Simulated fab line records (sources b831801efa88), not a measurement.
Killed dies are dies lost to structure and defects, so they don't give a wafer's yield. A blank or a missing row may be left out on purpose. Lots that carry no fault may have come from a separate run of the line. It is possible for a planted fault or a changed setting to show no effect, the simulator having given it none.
Commonality check across tools | flow sky130 | 11 lots and 33 wafers in the sample

## REASON FOR OPENING
Of 11 lots, 2 have the reading NWELL_TW flagged at SKY_NWELL_TW_MEAS_15. No-fault wafers: 1807, standard deviation 8.1.
Rule: a lot gets a flag if all its wafers with a number sit over 4 standard deviations from that mean, or if no wafer of it has a number. As for the other lots, they are considered sound.

lot  | measured     | on            | NWELL_TW, wafer by wafer | flag
L387 | day 4 15:21  | film metro-03 | 1814 1815 1810           |
L391 | day 5 12:23  | film metro-02 | 1808 1807 1812           |
L393 | day 6 04:57  | film metro-02 | 1803 1806 1794           |
L394 | day 6 23:32  | film metro-02 | 1794 1809 1811           |
L396 | day 7 00:14  | film metro-02 | 1815 1807 1808           |
L400 | day 8 00:06  | film metro-04 | 1804 1810 1816           |
L403 | day 8 13:28  | film metro-02 | 2190 2196 2186           | FLAGGED
L404 | day 8 19:52  | film metro-04 | 2200 2189 2193           | FLAGGED
L406 | day 9 07:05  | film metro-02 | 1798 1804 1801           |
L407 | day 9 08:48  | film metro-03 | 1816 1805 1801           |
L410 | day 10 03:01 | film metro-03 | 1806 1810 1808           |
Average over the flagged lots: 2192; offset from the usual +385, equal to +48 standard deviations.

## LOT BY LOT: THE TOOL USED
Before the reading, the record contains 2 process steps out of a 708-step route. Cell contents, in order: the tool; ch with the chambers the sampled wafers went through; the start.
lot  | flag    | SKY_FIELD_ISO_STRIP_16              | SKY_NWELL_IMPLANT_11
L387 |         | plasma asher-03 ch 0,1, day 2 08:34 | implanter-02 ch 0, day 4 14:48
L391 |         | plasma asher-01 ch 0,1, day 3 02:02 | implanter-04 ch 0, day 5 11:52
L393 |         | plasma asher-02 ch 1, day 3 17:58   | implanter-04 ch 0, day 6 04:24
L394 |         | plasma asher-03 ch 0,1, day 4 05:16 | implanter-02 ch 0, day 6 22:59
L396 |         | plasma asher-02 ch 0,1, day 4 06:04 | implanter-02 ch 0, day 6 23:41
L400 |         | plasma asher-01 ch 0, day 5 06:40   | implanter-04 ch 0, day 7 23:33
L403 | FLAGGED | plasma asher-01 ch 0,1, day 5 18:46 | implanter-02 ch 0, day 8 12:55
L404 | FLAGGED | plasma asher-01 ch 0,1, day 6 00:11 | implanter-02 ch 0, day 8 19:19
L406 |         | plasma asher-02 ch 0,1, day 6 09:35 | implanter-01 ch 0, day 9 06:34
L407 |         | plasma asher-01 ch 0,1, day 6 13:16 | implanter-01 ch 0, day 9 08:15
L410 |         | plasma asher-02 ch 0,1, day 7 04:05 | implanter-01 ch 0, day 10 02:30
What the steps here do:
- SKY_FIELD_ISO_STRIP_16: strips in O2/N2.
- SKY_NWELL_IMPLANT_11
- SKY_NWELL_TW_MEAS_15

## FLAGGED AGAINST TOTAL, ONE TOOL AT A TIME (gauges that did the reading follow at the end)
step                   | tool            | lots run | flagged | share of the flagged lots | sound lots run after its first flagged lot
SKY_FIELD_ISO_STRIP_16 | plasma asher-01 | 5        | 2       | all                       | 1 (L407)
SKY_FIELD_ISO_STRIP_16 | plasma asher-02 | 4        | 0       | none                      | -
SKY_FIELD_ISO_STRIP_16 | plasma asher-03 | 2        | 0       | none                      | -
SKY_NWELL_IMPLANT_11   | implanter-01    | 3        | 0       | none                      | -
SKY_NWELL_IMPLANT_11   | implanter-02    | 5        | 2       | all                       | 0
SKY_NWELL_IMPLANT_11   | implanter-04    | 3        | 0       | none                      | -
SKY_NWELL_TW_MEAS_15   | film metro-02   | 6        | 1       | some                      | 1 (L406)
SKY_NWELL_TW_MEAS_15   | film metro-03   | 3        | 0       | none                      | -
SKY_NWELL_TW_MEAS_15   | film metro-04   | 2        | 1       | some                      | 0

## WHAT THE TABLE ALLOWS
plasma asher-01 at SKY_FIELD_ISO_STRIP_16 and implanter-02 at SKY_NWELL_IMPLANT_11 are the 2 rows of the table that ran each flagged lot.
- plasma asher-01 at SKY_FIELD_ISO_STRIP_16 ran 5 lots, 2 of them flagged. Sound lots ran on it after the first flagged one (L407), which a lasting fault on the whole tool wouldn't allow.
- implanter-02 at SKY_NWELL_IMPLANT_11 ran 5 lots, 2 of them flagged. A fault beginning between L396 (day 6 23:41), its last sound lot, and L403 (day 8 12:55), its first flagged one, fits the data. Its own readings (beam on s, dose ions cm2, faraday current uA) fall more than 4 standard deviations out on all wafers of the flagged lots.
What remains is a single tool, implanter-02 at SKY_NWELL_IMPLANT_11.

## WHAT THE SIMULATOR HAD PUT IN
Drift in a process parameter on implanter-02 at SKY_NWELL_IMPLANT_11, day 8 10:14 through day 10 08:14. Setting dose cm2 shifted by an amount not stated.
Lots struck among those shown: L403, L404. The rule above reached the same finding.
